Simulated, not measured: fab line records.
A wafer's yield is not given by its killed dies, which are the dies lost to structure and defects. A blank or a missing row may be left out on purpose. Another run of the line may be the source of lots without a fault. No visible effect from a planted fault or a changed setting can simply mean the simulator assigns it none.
Problem report, 8D (eight disciplines) form, completed by code    flow sky130    the parts of the form that need people (team, actions taken, sign-off) are left out

1. PROBLEM STATEMENT
Wafers free of any fault read 43.3 nm (standard deviation 0.45) for SPACER_CVD_00_THK at SKY_SPACER_THK_MEAS_01, against a mean of 47.4 nm on 9 wafers of 3 lots. That puts it +9.2 standard deviations away from the usual mean.
The first sign was on wafer L124.1 at day 29 12:29, on filmMetro-04. The record has a number at this step for 30 wafers belonging to 10 lots. Rule for "out", or "out of limits": more than 4 standard deviations from the usual mean. Any other wafer with a number is counted as sound.

2. WHAT IT IS, AND WHAT IT ISN'T
question                     is                          is not
which readings at this step  SPACER_CVD_00_THK           -
which lots                   L124, L125, L126            L108, L110, L113, L114, L115, L116, L123
which wafers of those lots   all that have a number      -
read on which gauges         filmMetro-03, filmMetro-04  filmMetro-01
when                         from day 29 12:29           up to then (21 sound wafers)

3. WHAT RULES OUT EACH SUSPECT
Counting: a tool at any process step up to the reading remains a suspect when it ran all the lots that are out and ran no sound lot after the first of those.
- the gauge at SKY_SPACER_THK_MEAS_01 is ruled out. The wafers that are out were read on 2 gauges (filmMetro-03, filmMetro-04).
- plasmaAsher-01 at SKY_GATE_OXIDE_STRIP_13 (strips in O2/N2): kept. It ran every lot that is out, first L124 (day 20 10:14), and no sound lot after that; its last sound lot up to then is L114 (day 16 08:02).
- lpcvd-02 at SKY_SPACER_CVD_00 (deposits Si3N4 from DCS/NH3, target thk 43.1 nm, time 740 s): kept. It ran every lot that is out, first L124 (day 29 11:17), and no sound lot after that; its last sound lot up to then is L123 (day 29 07:17). Its own readings are out on those wafers: susceptorTempC.
After counting, plasmaAsher-01 at SKY_GATE_OXIDE_STRIP_13 and lpcvd-02 at SKY_SPACER_CVD_00 remain.

4. THE CAUSE (what the simulator had put in)
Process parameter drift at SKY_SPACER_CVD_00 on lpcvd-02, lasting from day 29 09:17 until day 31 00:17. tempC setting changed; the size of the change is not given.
This tool is one of the 2 suspects left after counting.

5. THE EFFECT CHAIN, in route order
Each row: a reading whose mean over the struck wafers that have a number lies more than 3 standard deviations from the usual. Only readings for which the record gives a usual standard deviation are gone through. hours: the time from each lot's start at the first step in this table that gives one to its start at this step, as a median over the lots. sigmas: the change in usual standard deviations.
hours  step                    reading            usual       on struck wafers  change  sigmas
0      SKY_SPACER_CVD_00       spikeTcCentreC     771.2 C     775.8             +4.6    +3.3
0      SKY_SPACER_CVD_00       spikeTcLowerC      770.0 C     774.3             +4.3    +3.1
0      SKY_SPACER_CVD_00       spikeTcTopC        785.0 C     790.1             +5.1    +3.7
0      SKY_SPACER_CVD_00       spikeTcUpperC      769.8 C     774.3             +4.5    +4.6
0      SKY_SPACER_CVD_00       susceptorTempC     769.95 C    775.08            +5.13   +17
1      SKY_SPACER_THK_MEAS_01  SPACER_CVD_00_THK  43.3 nm     47.4              +4.1    +9.2
7      SKY_SPACER_ETCHBACK_02  oesProductAu       0.857 a.u.  0.902             +0.045  +6.5
The process steps in it:
- SKY_SPACER_CVD_00: deposits Si3N4 from DCS/NH3, target thk 43.1 nm, time 740 s.
- SKY_SPACER_ETCHBACK_02: etches Si3N4 in CH3F/O2, stops on SiO2, time 46.7 s, target depth 45 nm.

6. HOW IT WOULD HAVE BEEN CAUGHT EARLIER
Counted from the fault's start at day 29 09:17, it took 3 hours until the first out-of-limits reading at a measuring or inspecting step in this record, taken at day 29 12:29.
Tool's own readings at SKY_SPACER_CVD_00, susceptorTempC: out on all struck wafers the step has rows for; an alarm limit on them would have tripped on the first.
Lots out: 3; of these, L125, L126 started SKY_SPACER_CVD_00 on lpcvd-02 after day 29 12:29. A hold on the tool at that time would have spared those 2.
